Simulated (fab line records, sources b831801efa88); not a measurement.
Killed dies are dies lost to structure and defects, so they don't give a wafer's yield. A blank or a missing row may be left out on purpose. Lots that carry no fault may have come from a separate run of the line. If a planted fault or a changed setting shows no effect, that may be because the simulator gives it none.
Chamber matching || flow gf180mcu || GF_CONTACT_CMP_04 on cmp-02: 4 sister chambers
The step polishes SiO2. 4 wafers are shown with their chamber, then 10 later ones without.

== WAFERS PAIRED WITH THEIR CHAMBERS ==
{"wafer": "L084.1", "chamber": 1, "motor-current-A (A)": 14.4}
{"wafer": "L084.4", "chamber": 0, "motor-current-A (A)": 10.9}
{"wafer": "L089.1", "chamber": 3, "motor-current-A (A)": 12.1}
{"wafer": "L089.2", "chamber": 2, "motor-current-A (A)": 11.2}

== WAFERS WHOSE CHAMBER IS MISSING ==
{"wafer": "L089.3", "motor-current-A (A)": 10.7}
{"wafer": "L092.2", "motor-current-A (A)": 12.4}
{"wafer": "L092.4", "motor-current-A (A)": 14.5}
{"wafer": "L092.5", "motor-current-A (A)": 11.3}
{"wafer": "L095.1", "motor-current-A (A)": 11.1}
{"wafer": "L095.5", "motor-current-A (A)": 12.1}
{"wafer": "L095.6", "motor-current-A (A)": 11.2}
{"wafer": "L097.3", "motor-current-A (A)": 13.9}
{"wafer": "L097.5", "motor-current-A (A)": 12.7}
{"wafer": "L097.6", "motor-current-A (A)": 10.7}

== EACH ONE'S CHAMBER ==
{"wafer": "L089.3", "from the rows above": "can't be placed: 0 or 2", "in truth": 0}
{"wafer": "L092.2", "from the rows above": 3, "in truth": 3}
{"wafer": "L092.4", "from the rows above": 1, "in truth": 1}
{"wafer": "L092.5", "from the rows above": "can't be placed: 2 or 0", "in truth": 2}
{"wafer": "L095.1", "from the rows above": "can't be placed: 2 or 0", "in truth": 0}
{"wafer": "L095.5", "from the rows above": 3, "in truth": 3}
{"wafer": "L095.6", "from the rows above": "can't be placed: 2 or 0", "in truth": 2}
{"wafer": "L097.3", "from the rows above": 1, "in truth": 1}
{"wafer": "L097.5", "from the rows above": 3, "in truth": 3}
{"wafer": "L097.6", "from the rows above": "can't be placed: 0 or 2", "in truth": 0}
Correctly placed: 5 of 10. Cannot be placed on the basis of these rows: 5; the candidates contain the true chamber in 5. Wrongly placed: 0.
How it was worked out, from the rows above alone: a wafer's distance from a chamber is the root of the sum, over the readings, of the square of ((its reading less the chamber's mean) divided by the reading's scatter). The wafer belongs to the nearest chamber; if the next one is less than 2 further off, it can't be placed. The mean given for a chamber averages the wafers shown for that chamber. The scatter: root of mean squared gap, hidden wafer to nearest shown wafer, with one shown wafer a chamber.
